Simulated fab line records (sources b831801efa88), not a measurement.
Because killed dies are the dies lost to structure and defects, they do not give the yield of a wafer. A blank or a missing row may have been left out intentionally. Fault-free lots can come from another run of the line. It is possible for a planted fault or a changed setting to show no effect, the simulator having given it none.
fab line records / flow sky130
record: lots: 13 wafers: 39 lastDay: 50
route steps=708 shown SONOS_TUNNEL@167 POLY_CUT@315 SD_P@330 VIA2@520 PAD_OPEN@708
lots untouched by any fault: they come from a run of this same line in which no faults occurred
startH: hours from the record's first day to the start of the lot's first wafer shown / waitH: hours elapsed since this lot's preceding step / " as in the row above / L1.1+2: several wafers, shown together as one row / - value missing, or start not given / * or withheld: withheld / < > ~ a bound
route shown NAME@n: names a module that has steps shown in the file, with the first one's number in the route / usual: average and standard deviation across the fault-free wafers / same: alike in all rows / chamber/n: place in a boat / sites: per-site readings / _std_site: their standard deviation / _edge_site: outer sites' mean less inner sites' / radiusMm: how far each site lies from the wafer's centre / mask NAME#n: copy n / behind: the tool/chamber that last shaped the wafer / hold: what put the lot on hold/how long, in hours/how the hold closed / device: the n, p or np transistor that did not switch / end of line: the route-end tests of the same wafers / for a step that has no rows: nothing shown but its recipe / killed: the dies lost at the first sort to structure and to defects; this is not the yield of the wafer / map: dies across one wafer; x = killed, . = not, _ = none there
set.NAME: the setting as run; set.NAME@STEP: as run at that earlier step / model.NAME: the simulator's own value behind a step, which no gauge read
the route's steps for a sample of lots (tables are steps, rows are wafers)
services: when a tool's chamber went out of use (startH, in hours from the record's first day, below 0 if earlier), for how many hours, and the reason
== steps ==
step: SKY_SONOS_TUNNEL_CLEAN_13
recipe: chemistry: dHF timeS: 20 dilution: 100:1 dry: ipaMarangoni
usual: runLengthS: 48.4/2.2
lot.wafer=L512.1 tool=wetBench-04 chamber=1 startH=246.45 waitH=0.1 runLengthS=47.7
lot.wafer=L512.2 tool=wetBench-04 chamber=1 startH=246.45 waitH=0.1 runLengthS=47.7
lot.wafer=L512.6 tool=wetBench-04 chamber=1 startH=246.45 waitH=0.1 runLengthS=47.7
lot.wafer=L513.2 tool=wetBench-02 chamber=0 startH=258.00 waitH=0.0 runLengthS=47.9
lot.wafer=L513.3 tool=wetBench-02 chamber=0 startH=258.00 waitH=0.0 runLengthS=47.9
lot.wafer=L513.6 tool=wetBench-02 chamber=0 startH=258.00 waitH=0.0 runLengthS=47.9
lot.wafer=L514.2 tool=wetBench-04 chamber=0 startH=267.29 waitH=0.0 runLengthS=46.1
lot.wafer=L514.3 tool=wetBench-04 chamber=0 startH=267.29 waitH=0.0 runLengthS=46.1
lot.wafer=L514.4 tool=wetBench-04 chamber=0 startH=267.29 waitH=0.0 runLengthS=46.1
lot.wafer=L515.2 tool=wetBench-04 chamber=3 startH=273.09 waitH=0.0 runLengthS=47.0
lot.wafer=L515.4 tool=wetBench-04 chamber=3 startH=273.09 waitH=0.0 runLengthS=47.0
lot.wafer=L515.5 tool=wetBench-04 chamber=3 startH=273.09 waitH=0.0 runLengthS=47.0
lot.wafer=L517.1 tool=wetBench-04 chamber=2 startH=293.77 waitH=0.1 runLengthS=51.9
lot.wafer=L517.4 tool=wetBench-04 chamber=2 startH=293.77 waitH=0.1 runLengthS=51.9
lot.wafer=L517.6 tool=wetBench-04 chamber=2 startH=293.77 waitH=0.1 runLengthS=51.9
lot.wafer=L518.1 tool=wetBench-02 chamber=1 startH=295.77 waitH=0.1 runLengthS=52.5
lot.wafer=L518.3 tool=wetBench-02 chamber=1 startH=295.77 waitH=0.1 runLengthS=52.5
lot.wafer=L518.6 tool=wetBench-02 chamber=1 startH=295.77 waitH=0.1 runLengthS=52.5
lot.wafer=L520.2 tool=wetBench-02 chamber=1 startH=321.84 waitH=0.0 runLengthS=48.1
lot.wafer=L520.4 tool=wetBench-02 chamber=1 startH=321.84 waitH=0.0 runLengthS=48.1
lot.wafer=L520.5 tool=wetBench-02 chamber=1 startH=321.84 waitH=0.0 runLengthS=48.1
lot.wafer=L522.1 tool=wetBench-02 chamber=1 startH=331.10 waitH=0.1 runLengthS=46.9
lot.wafer=L522.4 tool=wetBench-02 chamber=1 startH=331.10 waitH=0.1 runLengthS=46.9
lot.wafer=L522.5 tool=wetBench-02 chamber=1 startH=331.10 waitH=0.1 runLengthS=46.9
lot.wafer=L523.1 tool=wetBench-02 chamber=1 startH=348.09 waitH=0.1 runLengthS=47.0
lot.wafer=L523.4 tool=wetBench-02 chamber=1 startH=348.09 waitH=0.1 runLengthS=47.0
lot.wafer=L523.5 tool=wetBench-02 chamber=1 startH=348.09 waitH=0.1 runLengthS=47.0
lot.wafer=L531.1 tool=wetBench-03 chamber=3 startH=405.31 waitH=0.1 runLengthS=48.0
lot.wafer=L531.2 tool=wetBench-03 chamber=3 startH=405.31 waitH=0.1 runLengthS=48.0
lot.wafer=L531.3 tool=wetBench-03 chamber=3 startH=405.31 waitH=0.1 runLengthS=48.0
lot.wafer=L533.1 tool=wetBench-02 chamber=1 startH=429.65 waitH=0.1 runLengthS=33.8
lot.wafer=L533.2 tool=wetBench-02 chamber=1 startH=429.65 waitH=0.1 runLengthS=33.8
lot.wafer=L533.6 tool=wetBench-02 chamber=1 startH=429.65 waitH=0.1 runLengthS=33.8
lot.wafer=L534.1 tool=wetBench-03 chamber=1 startH=447.49 waitH=0.1 runLengthS=48.2
lot.wafer=L534.3 tool=wetBench-03 chamber=1 startH=447.49 waitH=0.1 runLengthS=48.2
lot.wafer=L534.5 tool=wetBench-03 chamber=1 startH=447.49 waitH=0.1 runLengthS=48.2
lot.wafer=L535.3 tool=wetBench-04 chamber=3 startH=447.80 waitH=0.0 runLengthS=46.9
lot.wafer=L535.4 tool=wetBench-04 chamber=3 startH=447.80 waitH=0.0 runLengthS=46.9
lot.wafer=L535.5 tool=wetBench-04 chamber=3 startH=447.80 waitH=0.0 runLengthS=46.9
step: SKY_POLY_CUT_CD_MEAS_08
recipe: targetCdNm: 270
usual: cdNm: 269.4/1.5
lot.wafer=L512.1 tool=cdSem-01 chamber=- startH=553.82 waitH=- cdNm=269.0
lot.wafer=L512.2 tool=cdSem-01 chamber=- startH=553.82 waitH=- cdNm=269.2
lot.wafer=L512.6 tool=cdSem-01 chamber=- startH=553.82 waitH=- cdNm=269.8
lot.wafer=L513.2 tool=cdSem-01 chamber=- startH=561.60 waitH=- cdNm=268.4
lot.wafer=L513.3 tool=cdSem-01 chamber=- startH=561.60 waitH=- cdNm=270.8
lot.wafer=L513.6 tool=cdSem-01 chamber=- startH=561.60 waitH=- cdNm=268.9
lot.wafer=L514.2 tool=cdSem-01 chamber=- startH=572.19 waitH=- cdNm=269.4
lot.wafer=L514.3 tool=cdSem-01 chamber=- startH=572.19 waitH=- cdNm=267.7
lot.wafer=L514.4 tool=cdSem-01 chamber=- startH=572.19 waitH=- cdNm=267.0
lot.wafer=L515.2 tool=cdSem-02 chamber=- startH=584.40 waitH=- cdNm=269.5
lot.wafer=L515.4 tool=cdSem-02 chamber=- startH=584.40 waitH=- cdNm=270.2
lot.wafer=L515.5 tool=cdSem-02 chamber=- startH=584.40 waitH=- cdNm=269.7
lot.wafer=L517.1 tool=cdSem-02 chamber=- startH=605.62 waitH=- cdNm=269.2
lot.wafer=L517.4 tool=cdSem-02 chamber=- startH=605.62 waitH=- cdNm=269.7
lot.wafer=L517.6 tool=cdSem-02 chamber=- startH=605.62 waitH=- cdNm=270.0
lot.wafer=L518.1 tool=cdSem-01 chamber=- startH=618.92 waitH=- cdNm=269.9
lot.wafer=L518.3 tool=cdSem-01 chamber=- startH=618.92 waitH=- cdNm=271.0
lot.wafer=L518.6 tool=cdSem-01 chamber=- startH=618.92 waitH=- cdNm=269.9
lot.wafer=L520.2 tool=cdSem-02 chamber=- startH=642.44 waitH=- cdNm=269.7
lot.wafer=L520.4 tool=cdSem-02 chamber=- startH=642.44 waitH=- cdNm=269.9
lot.wafer=L520.5 tool=cdSem-02 chamber=- startH=642.44 waitH=- cdNm=270.6
lot.wafer=L522.1 tool=cdSem-02 chamber=- startH=645.92 waitH=- cdNm=268.2
lot.wafer=L522.4 tool=cdSem-02 chamber=- startH=645.92 waitH=- cdNm=269.2
lot.wafer=L522.5 tool=cdSem-02 chamber=- startH=645.92 waitH=- cdNm=268.5
lot.wafer=L523.1 tool=cdSem-02 chamber=- startH=666.60 waitH=- cdNm=269.2
lot.wafer=L523.4 tool=cdSem-02 chamber=- startH=666.60 waitH=- cdNm=266.9
lot.wafer=L523.5 tool=cdSem-02 chamber=- startH=666.60 waitH=- cdNm=267.0
lot.wafer=L531.1 tool=cdSem-01 chamber=- startH=720.47 waitH=- cdNm=269.4
lot.wafer=L531.2 tool=cdSem-01 chamber=- startH=720.47 waitH=- cdNm=269.4
lot.wafer=L531.3 tool=cdSem-01 chamber=- startH=720.47 waitH=- cdNm=270.2
lot.wafer=L533.1 tool=cdSem-01 chamber=- startH=738.88 waitH=- cdNm=270.5
lot.wafer=L533.2 tool=cdSem-01 chamber=- startH=738.88 waitH=- cdNm=271.6
lot.wafer=L533.6 tool=cdSem-01 chamber=- startH=738.88 waitH=- cdNm=270.6
lot.wafer=L535.3 tool=cdSem-02 chamber=- startH=758.67 waitH=- cdNm=270.5
lot.wafer=L535.4 tool=cdSem-02 chamber=- startH=758.67 waitH=- cdNm=269.3
lot.wafer=L535.5 tool=cdSem-02 chamber=- startH=758.67 waitH=- cdNm=270.2
lot.wafer=L534.1 tool=cdSem-02 chamber=- startH=758.92 waitH=- cdNm=267.3
lot.wafer=L534.3 tool=cdSem-02 chamber=- startH=758.92 waitH=- cdNm=267.1
lot.wafer=L534.5 tool=cdSem-02 chamber=- startH=758.92 waitH=- cdNm=268.3
step: SKY_SD_P_STRIP_10
recipe: chemistry: O2/N2 powerW: 1400 pressureMtorr: 1500 platenTempC: withheld o2FlowSccm: 3000 n2FlowSccm: 300 overashFraction: 0.5
usual: drypumpMotorCurrentA: 5.7/0.37 oesProductAu: 0.617/0.0047 stripTimeToEndpointS: 17.50/0.04
lot.wafer=L512.1 tool=plasmaAsher-04 chamber=0 startH=583.97 waitH=0.1 drypumpMotorCurrentA=6.1 oesProductAu=0.620 rfHoursCounterH=83 stripTimeToEndpointS=17.51
lot.wafer=L512.2 tool=plasmaAsher-04 chamber=1 startH=583.97 waitH=0.1 drypumpMotorCurrentA=6.0 oesProductAu=0.623 rfHoursCounterH=83 stripTimeToEndpointS=17.49
lot.wafer=L512.6 tool=plasmaAsher-04 chamber=0 startH=583.97 waitH=0.1 drypumpMotorCurrentA=6.0 oesProductAu=0.611 rfHoursCounterH=- stripTimeToEndpointS=17.54
lot.wafer=L513.2 tool=plasmaAsher-02 chamber=1 startH=591.04 waitH=0.1 drypumpMotorCurrentA=5.4 oesProductAu=0.617 rfHoursCounterH=77 stripTimeToEndpointS=17.50
lot.wafer=L513.3 tool=plasmaAsher-02 chamber=1 startH=591.04 waitH=0.1 drypumpMotorCurrentA=5.4 oesProductAu=0.615 rfHoursCounterH=- stripTimeToEndpointS=17.49
lot.wafer=L513.6 tool=plasmaAsher-02 chamber=1 startH=591.04 waitH=0.1 drypumpMotorCurrentA=5.4 oesProductAu=0.619 rfHoursCounterH=- stripTimeToEndpointS=17.49
lot.wafer=L514.2 tool=plasmaAsher-04 chamber=0 startH=601.72 waitH=0.1 drypumpMotorCurrentA=6.0 oesProductAu=0.606 rfHoursCounterH=85 stripTimeToEndpointS=17.46
lot.wafer=L514.3 tool=plasmaAsher-04 chamber=0 startH=601.72 waitH=0.1 drypumpMotorCurrentA=6.0 oesProductAu=0.609 rfHoursCounterH=- stripTimeToEndpointS=17.44
lot.wafer=L514.4 tool=plasmaAsher-04 chamber=1 startH=601.72 waitH=0.1 drypumpMotorCurrentA=6.1 oesProductAu=0.617 rfHoursCounterH=- stripTimeToEndpointS=17.45
lot.wafer=L515.2 tool=plasmaAsher-04 chamber=0 startH=613.93 waitH=0.1 drypumpMotorCurrentA=6.1 oesProductAu=0.622 rfHoursCounterH=86 stripTimeToEndpointS=17.53
lot.wafer=L515.4 tool=plasmaAsher-04 chamber=0 startH=613.93 waitH=0.1 drypumpMotorCurrentA=6.0 oesProductAu=0.613 rfHoursCounterH=- stripTimeToEndpointS=17.51
lot.wafer=L515.5 tool=plasmaAsher-04 chamber=0 startH=613.93 waitH=0.1 drypumpMotorCurrentA=6.1 oesProductAu=0.622 rfHoursCounterH=- stripTimeToEndpointS=17.51
lot.wafer=L517.1 tool=plasmaAsher-01 chamber=0 startH=634.58 waitH=0.1 drypumpMotorCurrentA=5.3 oesProductAu=0.618 rfHoursCounterH=22 stripTimeToEndpointS=17.47
lot.wafer=L517.4 tool=plasmaAsher-01 chamber=0 startH=634.58 waitH=0.1 drypumpMotorCurrentA=5.3 oesProductAu=0.618 rfHoursCounterH=- stripTimeToEndpointS=17.49
lot.wafer=L517.6 tool=plasmaAsher-01 chamber=0 startH=634.58 waitH=0.1 drypumpMotorCurrentA=5.2 oesProductAu=0.616 rfHoursCounterH=- stripTimeToEndpointS=17.45
lot.wafer=L518.1 tool=plasmaAsher-04 chamber=0 startH=647.48 waitH=0.1 drypumpMotorCurrentA=6.1 oesProductAu=0.622 rfHoursCounterH=90 stripTimeToEndpointS=17.53
lot.wafer=L518.3 tool=plasmaAsher-04 chamber=0 startH=647.48 waitH=0.1 drypumpMotorCurrentA=6.1 oesProductAu=0.618 rfHoursCounterH=- stripTimeToEndpointS=17.50
lot.wafer=L518.6 tool=plasmaAsher-04 chamber=0 startH=647.48 waitH=0.1 drypumpMotorCurrentA=6.1 oesProductAu=0.619 rfHoursCounterH=- stripTimeToEndpointS=17.50
lot.wafer=L520.2 tool=plasmaAsher-02 chamber=0 startH=671.02 waitH=0.1 drypumpMotorCurrentA=5.9 oesProductAu=0.616 rfHoursCounterH=82 stripTimeToEndpointS=17.51
lot.wafer=L520.4 tool=plasmaAsher-02 chamber=0 startH=671.02 waitH=0.1 drypumpMotorCurrentA=5.8 oesProductAu=0.614 rfHoursCounterH=- stripTimeToEndpointS=17.54
lot.wafer=L520.5 tool=plasmaAsher-02 chamber=1 startH=671.02 waitH=0.1 drypumpMotorCurrentA=5.4 oesProductAu=0.610 rfHoursCounterH=- stripTimeToEndpointS=17.55
lot.wafer=L522.1 tool=plasmaAsher-01 chamber=0 startH=674.07 waitH=0.1 drypumpMotorCurrentA=5.2 oesProductAu=0.615 rfHoursCounterH=26 stripTimeToEndpointS=17.46
lot.wafer=L522.4 tool=plasmaAsher-01 chamber=0 startH=674.07 waitH=0.1 drypumpMotorCurrentA=5.2 oesProductAu=0.618 rfHoursCounterH=- stripTimeToEndpointS=17.48
lot.wafer=L522.5 tool=plasmaAsher-01 chamber=0 startH=674.07 waitH=0.1 drypumpMotorCurrentA=5.2 oesProductAu=0.624 rfHoursCounterH=- stripTimeToEndpointS=17.50
lot.wafer=L523.1 tool=plasmaAsher-04 chamber=0 startH=695.28 waitH=0.1 drypumpMotorCurrentA=6.1 oesProductAu=0.617 rfHoursCounterH=95 stripTimeToEndpointS=17.59
lot.wafer=L523.4 tool=plasmaAsher-04 chamber=1 startH=695.28 waitH=0.1 drypumpMotorCurrentA=6.1 oesProductAu=0.613 rfHoursCounterH=- stripTimeToEndpointS=17.57
lot.wafer=L523.5 tool=plasmaAsher-04 chamber=0 startH=695.28 waitH=0.1 drypumpMotorCurrentA=6.0 oesProductAu=0.618 rfHoursCounterH=- stripTimeToEndpointS=17.57
lot.wafer=L531.1 tool=plasmaAsher-02 chamber=0 startH=749.07 waitH=0.1 drypumpMotorCurrentA=5.9 oesProductAu=0.615 rfHoursCounterH=91 stripTimeToEndpointS=17.46
lot.wafer=L531.2 tool=plasmaAsher-02 chamber=1 startH=749.07 waitH=0.1 drypumpMotorCurrentA=5.4 oesProductAu=0.619 rfHoursCounterH=91 stripTimeToEndpointS=17.45
lot.wafer=L531.3 tool=plasmaAsher-02 chamber=1 startH=749.07 waitH=0.1 drypumpMotorCurrentA=5.5 oesProductAu=0.608 rfHoursCounterH=- stripTimeToEndpointS=17.49
lot.wafer=L533.1 tool=plasmaAsher-04 chamber=0 startH=767.64 waitH=0.1 drypumpMotorCurrentA=6.1 oesProductAu=0.619 rfHoursCounterH=2 stripTimeToEndpointS=17.57
lot.wafer=L533.2 tool=plasmaAsher-04 chamber=1 startH=767.64 waitH=0.1 drypumpMotorCurrentA=6.1 oesProductAu=0.619 rfHoursCounterH=2 stripTimeToEndpointS=17.59
lot.wafer=L533.6 tool=plasmaAsher-04 chamber=0 startH=767.64 waitH=0.1 drypumpMotorCurrentA=6.1 oesProductAu=0.623 rfHoursCounterH=- stripTimeToEndpointS=17.57
lot.wafer=L535.3 tool=plasmaAsher-02 chamber=0 startH=785.85 waitH=0.1 drypumpMotorCurrentA=5.9 oesProductAu=0.613 rfHoursCounterH=- stripTimeToEndpointS=17.45
lot.wafer=L535.4 tool=plasmaAsher-02 chamber=1 startH=785.85 waitH=0.1 drypumpMotorCurrentA=5.5 oesProductAu=0.620 rfHoursCounterH=- stripTimeToEndpointS=17.49
lot.wafer=L535.5 tool=plasmaAsher-02 chamber=1 startH=785.85 waitH=0.1 drypumpMotorCurrentA=5.4 oesProductAu=0.618 rfHoursCounterH=- stripTimeToEndpointS=17.48
lot.wafer=L534.1 tool=plasmaAsher-04 chamber=1 startH=785.94 waitH=0.1 drypumpMotorCurrentA=6.1 oesProductAu=0.625 rfHoursCounterH=3 stripTimeToEndpointS=17.48
lot.wafer=L534.3 tool=plasmaAsher-04 chamber=1 startH=785.94 waitH=0.1 drypumpMotorCurrentA=6.1 oesProductAu=0.618 rfHoursCounterH=- stripTimeToEndpointS=17.51
lot.wafer=L534.5 tool=plasmaAsher-04 chamber=1 startH=785.94 waitH=0.1 drypumpMotorCurrentA=6.1 oesProductAu=0.616 rfHoursCounterH=- stripTimeToEndpointS=17.48
step: SKY_VIA2_OVL_MEAS_13
usual: VIA2_OVL: 1/5.3
lot.wafer=L512.1 tool=overlay-02 chamber=- startH=847.68 waitH=0.1 VIA2_OVL[nm]=-1
lot.wafer=L512.2 tool=overlay-02 chamber=- startH=847.68 waitH=0.1 VIA2_OVL[nm]=0
lot.wafer=L512.6 tool=overlay-02 chamber=- startH=847.68 waitH=0.1 VIA2_OVL[nm]=-5
lot.wafer=L513.2 tool=overlay-02 chamber=- startH=852.44 waitH=0.1 VIA2_OVL[nm]=4
lot.wafer=L513.3 tool=overlay-02 chamber=- startH=852.44 waitH=0.1 VIA2_OVL[nm]=4
lot.wafer=L513.6 tool=overlay-02 chamber=- startH=852.44 waitH=0.1 VIA2_OVL[nm]=2
lot.wafer=L514.2 tool=overlay-01 chamber=- startH=861.04 waitH=0.1 VIA2_OVL[nm]=-1
lot.wafer=L514.3 tool=overlay-01 chamber=- startH=861.04 waitH=0.1 VIA2_OVL[nm]=6
lot.wafer=L514.4 tool=overlay-01 chamber=- startH=861.04 waitH=0.1 VIA2_OVL[nm]=-2
lot.wafer=L515.2 tool=overlay-01 chamber=- startH=871.94 waitH=0.1 VIA2_OVL[nm]=0
lot.wafer=L515.4 tool=overlay-01 chamber=- startH=871.94 waitH=0.1 VIA2_OVL[nm]=-6
lot.wafer=L515.5 tool=overlay-01 chamber=- startH=871.94 waitH=0.1 VIA2_OVL[nm]=-11
lot.wafer=L517.1 tool=overlay-01 chamber=- startH=893.49 waitH=0.1 VIA2_OVL[nm]=-2
lot.wafer=L517.4 tool=overlay-01 chamber=- startH=893.49 waitH=0.1 VIA2_OVL[nm]=-9
lot.wafer=L517.6 tool=overlay-01 chamber=- startH=893.49 waitH=0.1 VIA2_OVL[nm]=-2
lot.wafer=L518.1 tool=overlay-02 chamber=- startH=906.78 waitH=0.1 VIA2_OVL[nm]=-2
lot.wafer=L518.3 tool=overlay-02 chamber=- startH=906.78 waitH=0.1 VIA2_OVL[nm]=1
lot.wafer=L518.6 tool=overlay-02 chamber=- startH=906.78 waitH=0.1 VIA2_OVL[nm]=-5
lot.wafer=L520.2 tool=overlay-01 chamber=- startH=924.34 waitH=0.1 VIA2_OVL[nm]=-2
lot.wafer=L520.4 tool=overlay-01 chamber=- startH=924.34 waitH=0.1 VIA2_OVL[nm]=-2
lot.wafer=L520.5 tool=overlay-01 chamber=- startH=924.34 waitH=0.1 VIA2_OVL[nm]=4
lot.wafer=L522.1 tool=overlay-02 chamber=- startH=925.49 waitH=0.1 VIA2_OVL[nm]=3
lot.wafer=L522.4 tool=overlay-02 chamber=- startH=925.49 waitH=0.1 VIA2_OVL[nm]=-2
lot.wafer=L522.5 tool=overlay-02 chamber=- startH=925.49 waitH=0.1 VIA2_OVL[nm]=-1
lot.wafer=L523.1 tool=overlay-01 chamber=- startH=944.93 waitH=0.1 VIA2_OVL[nm]=-6
lot.wafer=L523.4 tool=overlay-01 chamber=- startH=944.93 waitH=0.1 VIA2_OVL[nm]=-10
lot.wafer=L523.5 tool=overlay-01 chamber=- startH=944.93 waitH=0.1 VIA2_OVL[nm]=-14
lot.wafer=L531.1 tool=overlay-01 chamber=- startH=991.48 waitH=0.1 VIA2_OVL[nm]=6
lot.wafer=L531.2 tool=overlay-01 chamber=- startH=991.48 waitH=0.1 VIA2_OVL[nm]=7
lot.wafer=L531.3 tool=overlay-01 chamber=- startH=991.48 waitH=0.1 VIA2_OVL[nm]=4
lot.wafer=L533.1 tool=overlay-01 chamber=- startH=1008.94 waitH=0.1 VIA2_OVL[nm]=7
lot.wafer=L533.2 tool=overlay-01 chamber=- startH=1008.94 waitH=0.1 VIA2_OVL[nm]=9
lot.wafer=L533.6 tool=overlay-01 chamber=- startH=1008.94 waitH=0.1 VIA2_OVL[nm]=10
lot.wafer=L535.3 tool=overlay-01 chamber=- startH=1023.00 waitH=0.1 VIA2_OVL[nm]=0
lot.wafer=L535.4 tool=overlay-01 chamber=- startH=1023.00 waitH=0.1 VIA2_OVL[nm]=-5
lot.wafer=L535.5 tool=overlay-01 chamber=- startH=1023.00 waitH=0.1 VIA2_OVL[nm]=-6
lot.wafer=L534.1 tool=overlay-02 chamber=- startH=1023.93 waitH=0.1 VIA2_OVL[nm]=6
lot.wafer=L534.3 tool=overlay-02 chamber=- startH=1023.93 waitH=0.1 VIA2_OVL[nm]=4
lot.wafer=L534.5 tool=overlay-02 chamber=- startH=1023.93 waitH=0.1 VIA2_OVL[nm]=-3
step: SKY_PAD_OPEN_PROBE_99
usual: killed_at_M0_to_M3: 42/6.9 killed_at_M4_up: 3.2/1.7 killedAtContacts: 25/5.1 killedAtFrontEnd: 15/4.5 killedAtOther: 0.4/0.63 killedDies: 86/9.3 killedOpen: 46/7 killedShort: 39/6.9
same: grossDies: 492 killedAtBackSide: 0
lot.wafer=L513.2 tool=prober-02 chamber=- startH=1079.73 waitH=0.1 killed_at_M0_to_M3=35 killed_at_M4_up=2 killedAtContacts=32 killedAtFrontEnd=13 killedAtOther=0 killedDies=82 killedOpen=51 killedShort=29
lot.wafer=L513.3 tool=prober-02 chamber=- startH=1079.78 waitH=0.2 killed_at_M0_to_M3=47 killed_at_M4_up=4 killedAtContacts=31 killedAtFrontEnd=9 killedAtOther=1 killedDies=92 killedOpen=46 killedShort=46
lot.wafer=L513.6 tool=prober-02 chamber=- startH=1079.93 waitH=0.2 killed_at_M0_to_M3=42 killed_at_M4_up=3 killedAtContacts=25 killedAtFrontEnd=14 killedAtOther=0 killedDies=84 killedOpen=53 killedShort=29
killed by level:class
L513.2 LI_CONTACT:geometricParticle:open=12 CONTACT:geometricParticle:open=12 VIA1:geometricParticle:open=11 VIA1:geometricParticle:short=6 VIA3:geometricParticle:open=5 CONTACT:geometricParticle:short=4 METAL2:geometricParticle:short=3 VIA2:geometricParticle:open=3
L513.3 CONTACT:geometricParticle:open=11 VIA1:geometricParticle:open=11 LI_CONTACT:geometricParticle:open=10 VIA3:geometricParticle:short=8 METAL1:geometricParticle:short=7 METAL2:geometricParticle:short=6 CONTACT:geometricParticle:short=5 VIA3:geometricParticle:open=5
L513.6 CONTACT:geometricParticle:open=11 LI_CONTACT:geometricParticle:open=8 VIA1:geometricParticle:open=8 VIA3:geometricParticle:open=6 METAL1:geometricParticle:short=6 METAL2:geometricParticle:short=5 FIELD_ISO:geometricParticle:open=4 VIA1:geometricParticle:short=4
== services ==
tool=wetBench-04 chamber=- startH=256.36 hours=1.3 kind=repair
tool=wetBench-02 chamber=- startH=328.96 hours=2.0 kind=repair
tool=plasmaAsher-01 chamber=- startH=335.35 hours=4.2 kind=repair
tool=plasmaAsher-04 chamber=- startH=338.96 hours=2.3 kind=repair
tool=plasmaAsher-02 chamber=- startH=350.37 hours=8.3 kind=repair
tool=plasmaAsher-02 chamber=- startH=362.59 hours=6.9 kind=pm
tool=wetBench-03 chamber=- startH=406.73 hours=3.8 kind=repair
tool=plasmaAsher-01 chamber=- startH=421.25 hours=9.0 kind=pm
tool=plasmaAsher-04 chamber=- startH=436.79 hours=7.9 kind=repair
tool=wetBench-03 chamber=- startH=457.53 hours=4.4 kind=pm
tool=plasmaAsher-04 chamber=- startH=478.81 hours=6.4 kind=repair
tool=plasmaAsher-04 chamber=- startH=493.44 hours=28.1 kind=pm
tool=plasmaAsher-01 chamber=- startH=565.73 hours=2.4 kind=repair
tool=wetBench-03 chamber=- startH=578.26 hours=1.9 kind=pm
tool=plasmaAsher-02 chamber=- startH=599.76 hours=0.6 kind=repair
tool=plasmaAsher-02 chamber=- startH=617.27 hours=24.5 kind=repair
tool=wetBench-03 chamber=- startH=634.67 hours=2.4 kind=repair
tool=wetBench-04 chamber=- startH=647.83 hours=1.9 kind=pm
tool=plasmaAsher-01 chamber=- startH=679.05 hours=14.7 kind=repair
tool=plasmaAsher-02 chamber=- startH=691.80 hours=0.5 kind=repair
tool=plasmaAsher-01 chamber=- startH=693.75 hours=2.8 kind=pm
tool=plasmaAsher-01 chamber=- startH=709.86 hours=2.4 kind=repair
tool=plasmaAsher-04 chamber=- startH=733.75 hours=9.0 kind=pm
tool=plasmaAsher-04 chamber=- startH=750.26 hours=10.0 kind=pm
== key ==
firstSign: step: SKY_SONOS_TUNNEL_CLEAN_13 reading: runLengthS direction: down sigmas: 6.7 usual: * struck: *
effect none on later readings
metAt SKY_SONOS_TUNNEL_CLEAN_13
struckLots L533
struckWafers L533.1,L533.2,L533.6
testerLeftOut L533
notActingAt SKY_POLY_CUT_CD_MEAS_08,SKY_SD_P_STRIP_10,SKY_VIA2_OVL_MEAS_13
onsetBetween 348.09 429.65
fault: kind: processParameterDrift tool: wetBench-02 chamber: 1 onsetH: 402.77 steps: SKY_SONOS_TUNNEL_CLEAN_13 channel: timeS offset: * shape: step endH: 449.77 actsIn: * stated: *
testerLeftOut: of these lots the tester's yield and bins aren't shown, on N5 and GAA mostly nor the transistor test; their killed dies are dies lost to structure and defects alone, not to doping, threshold or leakage, so they don't give the yield
